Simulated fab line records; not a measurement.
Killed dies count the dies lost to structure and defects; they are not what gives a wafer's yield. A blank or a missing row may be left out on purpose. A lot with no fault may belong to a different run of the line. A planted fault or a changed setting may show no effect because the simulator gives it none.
Code-filled problem report in 8D (eight disciplines) form + flow gf180mcu + the parts of the form that need people (team, actions taken, sign-off) are left out

1. WHAT IS WRONG
Mean V2_W_RS at GF_V2_RS_MEAS_24: 0.390 ohm/sq over 6 wafers in 2 lots; fault-free wafers: 0.328 ohm/sq, standard deviation 0.0044. That is +14 standard deviations from the usual mean.
The step: measures by four-point-probe.
First seen on wafer L960.2, day 25 20:10, on filmMetro-03. The record has a number at this step for 30 wafers belonging to 10 lots. The rule behind "out" and "out of limits": a value lying over 4 standard deviations away from the usual mean. The rest of the wafers with a number are treated as sound.

2. WHAT THIS IS AND IS NOT
| question                    | is                         | is not                                                              |
|-----------------------------|----------------------------|---------------------------------------------------------------------|
| which readings at this step | V2_W_RS                    | -                                                                   |
| which lots                  | L960, L961                 | L946, L948, L949, L950, L951, L953, L954, L964                      |
| which wafers of those lots  | all that have a number     | -                                                                   |
| read on which gauges        | filmMetro-03, filmMetro-04 | filmMetro-01                                                        |
| when                        | from day 25 20:10          | up to then (21 sound wafers); but 3 sound wafers of L964 came after |

3. SUSPECTS, AND WHAT RULES EACH OUT
Counting: a tool at a process step up to the reading stays a suspect if it ran every lot that is out and no sound lot after the first of them.
- the gauge at GF_V2_RS_MEAS_24: ruled out. The wafers that are out were read on 2 gauges (filmMetro-03, filmMetro-04).
- cvdW-01 at GF_V2_CVD_23 (deposits W, target thk 350 nm, time 104.94 s): kept. It ran every lot that is out, first L960 (day 25 20:02), and no sound lot after that; its last sound lot up to then is L951 (day 22 18:56).
After counting, what remains is cvdW-01 at GF_V2_CVD_23.

4. THE CAUSE (what the simulator had put in)
Site profile drift: cvdW-01, from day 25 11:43 on, at GF_V2_CVD_23. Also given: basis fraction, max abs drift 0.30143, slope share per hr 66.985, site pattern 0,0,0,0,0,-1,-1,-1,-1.
Only this tool survived the counting.

5. SEQUENCE OF EFFECTS, ordered by route
Each row: a reading whose mean over the struck wafers that have a number lies more than 3 standard deviations from the usual. Only readings for which the record gives a usual standard deviation are gone through. hours: the time from each lot's start at the first step in this table that gives one to its start at this step, as a median over the lots. sigmas: the change in usual standard deviations.
| hours | step              | reading  | usual        | on struck wafers | change | sigmas |
|-------|-------------------|----------|--------------|------------------|--------|--------|
| 0     | GF_V2_RS_MEAS_24  | V2_W_RS  | 0.328 ohm/sq | 0.390            | +0.062 | +14    |
| 0     | GF_V2_THK_MEAS_25 | V2_W_THK | 337 nm       | 292              | -45    | -8.4   |

6. WHAT WOULD HAVE CAUGHT IT SOONER
8 hours passed between the start of the fault at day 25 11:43 and the first reading out of limits at a measuring or inspecting step in this record, taken at day 25 20:10.
An alarm limit of 4 standard deviations would not have fired on the tool readings at GF_V2_CVD_23 for which the record gives a usual standard deviation, since none of them was out on any struck wafer.
Of the lots that are out (2), L961 began GF_V2_CVD_23 on cvdW-01 after day 25 20:10. Had the tool been put on hold then, it would have been spared.
